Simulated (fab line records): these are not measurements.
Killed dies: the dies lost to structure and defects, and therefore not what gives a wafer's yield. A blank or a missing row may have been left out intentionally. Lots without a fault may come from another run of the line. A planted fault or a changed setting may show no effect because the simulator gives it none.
Problem report in the 8D (eight disciplines) form, filled by code + flow gf180mcu + the parts of the form that need people (team, actions taken, sign-off) are left out

== 1. THE PROBLEM ==
Wafers with no fault read 5.000 Pa with a standard deviation of 0.0097, whereas chamber-pressure-pa at GF_V2_SPUTTER_21 reads a mean of 4.626 Pa on 1 wafer of 1 lot. That is -39 standard deviations from the usual mean.
The step: material Ti, target thk 15 nm, time 80.02 s.
First observed at day 25 01:04: wafer L359.6, on pvd-sputter-04. At this step, 15 wafers from 5 lots have a number in the record. By rule, "out" or "out of limits" means more than 4 standard deviations away from the usual mean. The rest of the wafers with a number are treated as sound.

== 2. WHAT IT IS; WHAT IT IS NOT ==
| question                    | is                  | is not                                                                   |
|-----------------------------|---------------------|--------------------------------------------------------------------------|
| which readings at this step | chamber-pressure-pa | throttle-valve-pct                                                       |
| which lots                  | L359                | L349, L357, L360, L369                                                   |
| which wafers of those lots  | L359.6              | L359.1, L359.2                                                           |
| read on which tools         | pvd-sputter-04      | pvd-sputter-01, pvd-sputter-02                                           |
| when                        | from day 25 01:04   | up to then (8 sound wafers); but 6 sound wafers of L360, L369 came after |

== 3. WHAT RULES OUT EACH SUSPECT ==
Counting: if a tool at a process step up to the reading ran every lot that is out, it stays a suspect. Sound lots after the first of them don't rule it out here, since some wafers of a struck lot are sound.
- rie-diel-03 at GF_V2_ETCH_16 (etches BARC in N2/H2): kept. L359, the lot that is out, went through it at day 25 00:24; up to then, the latest sound lot through it was L357 at day 23 23:32.
- rie-diel-03 at GF_V2_ETCH_17 (etches SiO2 in C4F8/O2/Ar, stops on TiN, target depth 630 nm): kept. L359, the lot that is out, went through it at day 25 00:32; up to then, the latest sound lot through it was L357 at day 23 23:40. GF_V2_ETCH_17: start missing for some lots; hours and lot order therefore follow GF_V2_STRIP_18.
- plasma-asher-04 at GF_V2_STRIP_18 (strips in O2/N2): kept. L359, the lot that is out, went through it at day 25 00:32; up to then, the latest sound lot through it was L349 at day 21 05:17.
- pvd-sputter-04 at GF_V2_SPUTTER_21 (material Ti, target thk 15 nm, time 80.02 s): kept. L359, the lot that is out, went through it at day 25 01:04; up to then, the latest sound lot through it was L357 at day 24 00:11. Out on those wafers are its own readings of chamber-pressure-pa.
Left after counting: rie-diel-03 at GF_V2_ETCH_16, rie-diel-03 at GF_V2_ETCH_17, plasma-asher-04 at GF_V2_STRIP_18, pvd-sputter-04 at GF_V2_SPUTTER_21.

== 4. THE CAUSE (what the simulator had put in) ==
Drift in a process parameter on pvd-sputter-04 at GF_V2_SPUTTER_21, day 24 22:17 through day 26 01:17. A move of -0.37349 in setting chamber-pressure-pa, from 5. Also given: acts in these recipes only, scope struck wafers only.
After counting, 4 suspects remain, this tool included.

== 5. SEQUENCE OF EFFECTS, ordered by route ==
Rows list readings where the struck wafers' mean (over those with a number) sits beyond 3 standard deviations from the usual. Scope: only readings with a usual standard deviation given in the record; hours: median across lots of the time from each lot's start at the first step in this table that gives one to its start at this step; sigmas: change in usual standard deviations.
| hours | step             | reading             | usual    | on struck wafers | change | sigmas |
|-------|------------------|---------------------|----------|------------------|--------|--------|
| 0     | GF_V2_SPUTTER_21 | chamber-pressure-pa | 5.000 Pa | 4.626            | -0.374 | -39    |
Its process steps:
- GF_V2_SPUTTER_21: material Ti, target thk 15 nm, time 80.02 s.

== 6. HOW IT WOULD HAVE BEEN CAUGHT EARLIER ==
First out-of-limits reading in this record: day 25 01:04, which is 3 hours after fault onset at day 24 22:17.
